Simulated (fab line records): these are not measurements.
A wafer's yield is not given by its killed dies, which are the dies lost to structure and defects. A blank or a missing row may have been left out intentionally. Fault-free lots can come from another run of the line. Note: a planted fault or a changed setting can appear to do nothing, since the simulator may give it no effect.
One fault through the eyes of 2 desks || flow sky130 || every desk sees just its own numbers, and what lay behind them comes last

## METROLOGY DESK
What the gauges read for every lot (on any tool): the sampled wafers with a number, averaged. If a lot's mean is further than 4 standard deviations from the usual mean, the lot is out of limits and carries the mark OUT (the distance appears in the brackets).
Columns: A = PWDE_TW at SKY_PWDE_TW_MEAS_10, usual 371.1; B = NWELL_00_OVL at SKY_NWELL_OVL_MEAS_10, usual -1.1 nm
{"lot": "L922", "first seen here": "day 4 16:50", "A": 369.0, "B": -1.4}
{"lot": "L925", "first seen here": "day 5 12:58", "A": 373.3, "B": -2.0}
{"lot": "L933", "first seen here": "day 7 07:06", "A": 368.7, "B": 0.1}
{"lot": "L934", "first seen here": "day 7 16:49", "A": 369.0, "B": -0.4}
{"lot": "L938", "first seen here": "day 8 06:37", "A": 371.3, "B": -0.9}
{"lot": "L942", "first seen here": "day 9 08:55", "A": 372.2, "B": -1.5}
Result from this desk: across the 6 lots, nothing is out of limits.

## FOR THE TOOL OWNER'S DESK: implanter-03
The tool's own readings at SKY_NWELL_IMPLANT_12, given as means over the sampled wafers that have a number, one for each lot that went through this tool. If a lot's mean is further than 4 standard deviations from the usual mean, the lot is out of limits and carries the mark OUT (the distance appears in the brackets).
Columns: A = beam_energy_keV at SKY_NWELL_IMPLANT_12, usual 120.01; B = faraday_current_uA at SKY_NWELL_IMPLANT_12, usual 7.34
{"lot": "L925", "first seen here": "day 6 06:25", "A": 119.99, "B": 7.28}
{"lot": "L934", "first seen here": "day 8 12:46", "A": "114.82 (-99 or more) OUT", "B": 7.27}
{"lot": "L938", "first seen here": "day 9 03:50", "A": "114.76 (-99 or more) OUT", "B": 7.33}
Finding of this desk: L934, L938 out of limits; the first was L934 at day 8 12:46, on beam_energy_keV at SKY_NWELL_IMPLANT_12. L925: within limits.

## TAKEN TOGETHER
At day 8 12:46, on L934, L938, the tool owner's desk was in a position to raise an alarm.
Metrology desk: nothing out of limits seen.
The metrology desk has L934, L938 on record, within its limits.
The lots listed all ran SKY_NWELL_IMPLANT_12 on implanter-03.

## WHAT THE SIMULATOR HAD PUT IN
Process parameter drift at SKY_NWELL_IMPLANT_12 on implanter-03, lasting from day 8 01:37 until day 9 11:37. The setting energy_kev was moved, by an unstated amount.
Shown lots that were struck: L934, L938.
Hours from the fault's start to each desk's first reading out of limits: the tool owner's desk, 11.
